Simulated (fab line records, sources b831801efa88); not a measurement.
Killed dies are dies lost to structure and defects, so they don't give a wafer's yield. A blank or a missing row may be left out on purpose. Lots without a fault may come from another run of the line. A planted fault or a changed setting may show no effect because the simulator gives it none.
One fault seen from 2 desks | flow gf180mcu | each desk has only its own numbers; what lay behind them comes last

THE METROLOGY DESK
What the gauges read, lot by lot, whatever tool the lot ran on: means of the sampled wafers that have a number. A lot is out of limits, marked OUT, if its mean lies more than 4 standard deviations from the usual mean; the brackets give that distance.
Columns: A = SALICIDE_TIN_RS at GF_SALICIDE_RS_MEAS_04, usual 16.3 ohm/sq; B = M1_ALCU_RS at GF_M1_RS_MEAS_05, usual 0.0698 ohm/sq; C = M1_ALCU_THK at GF_M1_THK_MEAS_06, usual 450 nm
lot  | first seen here | A    | B                | C
L499 | day 15 07:29    | 16.8 | 0.0702           | 447
L500 | day 15 17:37    | 16.9 | 0.0701           | 450
L501 | day 16 08:19    | 16.6 | 0.0693           | 455
L507 | day 18 11:28    | 16.1 | 0.0698           | 452
L509 | day 19 04:22    | 16.2 | 0.0702           | 445
L515 | day 21 05:26    | 16.4 | 0.0872 (+22) OUT | 359 (-16) OUT
L516 | day 21 12:18    | 16.3 | 0.0696           | 449
L517 | day 21 21:12    | 16.2 | 0.0847 (+19) OUT | 370 (-14) OUT
L520 | day 22 22:01    | 17.0 | 0.0696           | 451
L521 | day 23 02:22    | 16.4 | 0.0702           | 449
This desk's finding: out of limits on L515, L517; first on L515, day 22 07:58 (M1_ALCU_RS at GF_M1_RS_MEAS_05). In limits: L499, L500, L501, L507, L509, L516, L520, L521.

THE TOOL OWNER'S DESK: pvd_sputter-04
The tool's own readings at GF_M1_SPUTTER_02 (material AlCu, target thk 450 nm, time 23.9 s): means of the sampled wafers that have a number, for each lot that ran on this tool. A lot is out of limits, marked OUT, if its mean lies more than 4 standard deviations from the usual mean; the brackets give that distance.
Columns: A = cathode_dc_power_W at GF_M1_SPUTTER_02, usual 10600 W; B = throttle_valve_pct at GF_M1_SPUTTER_02, usual 30.3 %
lot  | first seen here | A     | B
L499 | day 16 07:52    | 10599 | 30.1
L500 | day 16 18:32    | 10602 | 30.6
L509 | day 20 07:13    | 10600 | 30.2
L515 | day 22 07:52    | 10599 | 30.1
L517 | day 22 22:58    | 10598 | 30.2
This desk's finding: nothing out of limits on any of the 5 lots.

PUT TOGETHER
The metrology desk could have raised an alarm at day 22 07:58, on L515, L517.
The tool owner's desk saw nothing out of limits.
The tool owner's desk has L515, L517 on record, within its limits.
Of the lots named, all ran GF_M1_SPUTTER_02 on pvd_sputter-04.

WHAT THE SIMULATOR HAD PUT IN
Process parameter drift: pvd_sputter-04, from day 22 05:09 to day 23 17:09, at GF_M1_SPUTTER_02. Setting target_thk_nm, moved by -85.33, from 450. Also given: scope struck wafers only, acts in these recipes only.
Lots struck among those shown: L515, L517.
Hours from the fault's start to each desk's first reading out of limits: the metrology desk, 3.
